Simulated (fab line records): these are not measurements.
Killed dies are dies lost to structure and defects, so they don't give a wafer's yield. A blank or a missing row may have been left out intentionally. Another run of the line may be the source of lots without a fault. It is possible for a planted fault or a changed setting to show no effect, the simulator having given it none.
Problem report, 8D (eight disciplines) form, completed by code || flow gf180mcu || the parts of the form that need people (team, actions taken, sign-off) are left out

1. THE PROBLEM
time_to_endpoint_s at GF_V4_CMP_04 reads a mean of 28 s on 6 wafers of 2 lots; wafers without a fault read 83 s with a standard deviation of 4.5. That is -12 standard deviations from the usual mean.
The step: polishes SiO2.
Earliest sighting: wafer L863.4 on cmp-01 at day 29 20:41. The record has a number at this step for 42 wafers belonging to 14 lots. Rule for "out" (also "out of limits"): further than 4 standard deviations from the usual mean. The other wafers with a number count as sound.

2. WHAT THIS IS AND IS NOT
{"question": "which readings at this step", "is": "time_to_endpoint_s", "is not": "motor_current_A"}
{"question": "which lots", "is": "L863, L864", "is not": "L844, L845, L846, L850, L851, L852, L853, L854, L855, L856, L857, L866"}
{"question": "which wafers of those lots", "is": "all that have a number", "is not": "-"}
{"question": "read on which tools", "is": "cmp-01", "is not": "cmp-02"}
{"question": "when", "is": "from day 29 20:41", "is not": "up to then (33 sound wafers); but 3 sound wafers of L866 came after"}

3. WHAT RULES OUT EACH SUSPECT
Counting: a tool stays on the suspect list if, at a process step up to the reading, it processed all lots that are out and no sound lot following the first of them.
- pvd_sputter-03 at GF_M4_SPUTTER_01 (material TiN, target thk 30 nm, time 25 s): kept. Every lot that is out went through it, starting with L863 (day 29 01:03), and after that it ran no sound lot; the last sound lot it ran before then is L857 (day 27 06:31).
- rie_metal-04 at GF_M4_METAL_ETCH_16 (etches the open film in Cl2/BCl3, stops on SiO2, target depth 627.5 nm, time 104.6 s): kept. Every lot that is out went through it, starting with L863 (day 29 19:46), and after that it ran no sound lot; the last sound lot it ran before then is L855 (day 27 16:22).
- cmp-01 at GF_V4_CMP_04 (polishes SiO2): kept. Every lot that is out went through it, starting with L863 (day 29 20:41), and after that it ran no sound lot; the last sound lot it ran before then is L857 (day 28 03:07). Its own readings are out on those wafers: time_to_endpoint_s.
Still standing after the count: pvd_sputter-03 at GF_M4_SPUTTER_01, rie_metal-04 at GF_M4_METAL_ETCH_16, cmp-01 at GF_V4_CMP_04.

4. THE CAUSE (what the simulator had put in)
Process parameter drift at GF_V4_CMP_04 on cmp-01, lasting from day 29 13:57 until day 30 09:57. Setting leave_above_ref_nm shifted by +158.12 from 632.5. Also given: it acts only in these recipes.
Counting leaves 3 suspects; this tool is one of them.

5. SEQUENCE OF EFFECTS, ordered by route
Each row: a reading whose mean over the struck wafers that have a number lies more than 3 standard deviations from the usual. Readings are gone through only where the record gives a usual standard deviation; hours: the median, over the lots, of the time from a lot's start at the first step in this table giving one to that lot's start at this step; sigmas: the change measured in usual standard deviations.
{"hours": 0, "step": "GF_V4_CMP_04", "reading": "time_to_endpoint_s", "usual": "83 s", "on struck wafers": 28, "change": -55, "sigmas": -12}
{"hours": "-", "step": "GF_V4_ETCH_17", "reading": "oes_product_au", "usual": "0.856 a.u.", "on struck wafers": 0.973, "change": "+0.117", "sigmas": "+27"}
It contains these process steps:
- GF_V4_CMP_04: polishes SiO2.
- GF_V4_ETCH_17: etches SiO2 in C4F8/O2/Ar, stops on TiN, target depth 630 nm.

6. HOW IT WOULD HAVE BEEN CAUGHT EARLIER
7 hours passed between the start of the fault at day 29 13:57 and the first reading out of limits in this record, taken at day 29 20:41.
